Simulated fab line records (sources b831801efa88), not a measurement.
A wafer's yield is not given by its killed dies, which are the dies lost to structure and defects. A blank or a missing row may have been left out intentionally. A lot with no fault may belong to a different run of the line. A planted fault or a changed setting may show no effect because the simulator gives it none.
Struck lot and sound lot, side by side / flow gf180mcu / 16 steps out of a route of 602
Sound: the wafers L490.1, L490.3, L490.6. Struck: wafers L501.2, L501.5, L501.6. The cause comes at the end.
Each step with rows lists, per side, the tool, then ch with its chambers, then its first start. Under that, the readings that differ: sound wafers / struck wafers / difference of the means / sigmas: that difference in standard deviations of wafers without a fault.
alike: a reading whose means differ by less than 2 such deviations, as well as words and numbers matching on both sides. not compared: withheld readings; readings where some wafer has no value; bounds like >300 that might hide an equal value; numbers whose values overlap and for which the record gives no deviation.
A row with sigmas, a row that says differs or no value, or rows on one side alone: a step with any of these is where the two part. Numbers that have no deviation but don't overlap get no sigmas and don't part them. A reading missing from all wafers of one side parts the sides only when that side holds two or more wafers.

first, 1 step without rows for these wafers: GF_HV_LDD_IMPLANT_09.
GF_HV_LDD_STRIP_10: strips in O2/N2.
  sound on plasma_asher-02 ch 0,1, day 10 21:52; struck on plasma_asher-01 ch 0,1, day 14 08:46
reading=drypump_motor_current_A (A); sound=6.02 5.97 5.55; struck=5.33 5.34 5.27; difference=-0.53; sigmas=-3
  alike: heater_power_w, oes_product_au, strip_time_to_endpoint_s
  not compared: rf_hours_counter_h
GF_HV_LDD_TW_MEAS_11:
  struck on film_metro-03, day 14 08:52; sound on film_metro-01, day 10 21:58
  alike: HV_LDD_TW
then, 7 steps without rows for these wafers: GF_HV_LDD_DEHYDRATE_12 (time 60 s); GF_HV_LDD_HMDS_13 (prime time 60 s); GF_HV_LDD_COAT_14 (resist thk 1000 nm); GF_HV_LDD_SOFTBAKE_15 (time 60 s); GF_HV_LDD_EXPOSE_16 (exposes mask Pplus LV AREA, target cd 400 nm); GF_HV_LDD_PEB_17; GF_HV_LDD_DEVELOP_18 (develop time 60 s).
GF_HV_LDD_CD_MEAS_19: the cd target is 400 nm.
  struck on cd_sem-02, day 15 05:43; sound on cd_sem-01, day 11 15:21
  alike: cd_nm
GF_HV_LDD_OVL_MEAS_20:
  struck on overlay-01, day 15 05:50; sound on overlay-02, day 11 15:29
  alike: HV_LDD_01_OVL
GF_HV_LDD_IMPLANT_21:
  sound on implanter-02 ch 0, day 11 15:31; struck on implanter-01, day 15 05:53
  no value came back on the struck wafers for beam_energy_keV, beam_on_s (s); on the sound wafers beam_energy_keV reads 25.512 25.503 25.512
GF_HV_LDD_STRIP_22: strips in O2/N2.
  sound on plasma_asher-02 ch 0,1, day 11 15:40; struck on plasma_asher-01 ch 0,1, day 15 06:01
  alike: drypump_motor_current_A, heater_power_w, oes_product_au, strip_time_to_endpoint_s
  not compared: rf_hours_counter_h
GF_HV_LDD_TW_MEAS_23:
  struck on film_metro-01, day 15 06:07; sound on film_metro-01, day 11 15:46
reading=HV_LDD_2_TW; sound=1062 1065 1056; struck=30 30 30; difference=-1031; sigmas=-99 or more
then, 1 step without rows for these wafers: GF_HV_LDD_DEHYDRATE_24 (time 60 s).

== WHERE THEY PART ==
First at GF_HV_LDD_STRIP_10; last, within this record, at GF_HV_LDD_TW_MEAS_23.

WHY: whatever the simulator had introduced
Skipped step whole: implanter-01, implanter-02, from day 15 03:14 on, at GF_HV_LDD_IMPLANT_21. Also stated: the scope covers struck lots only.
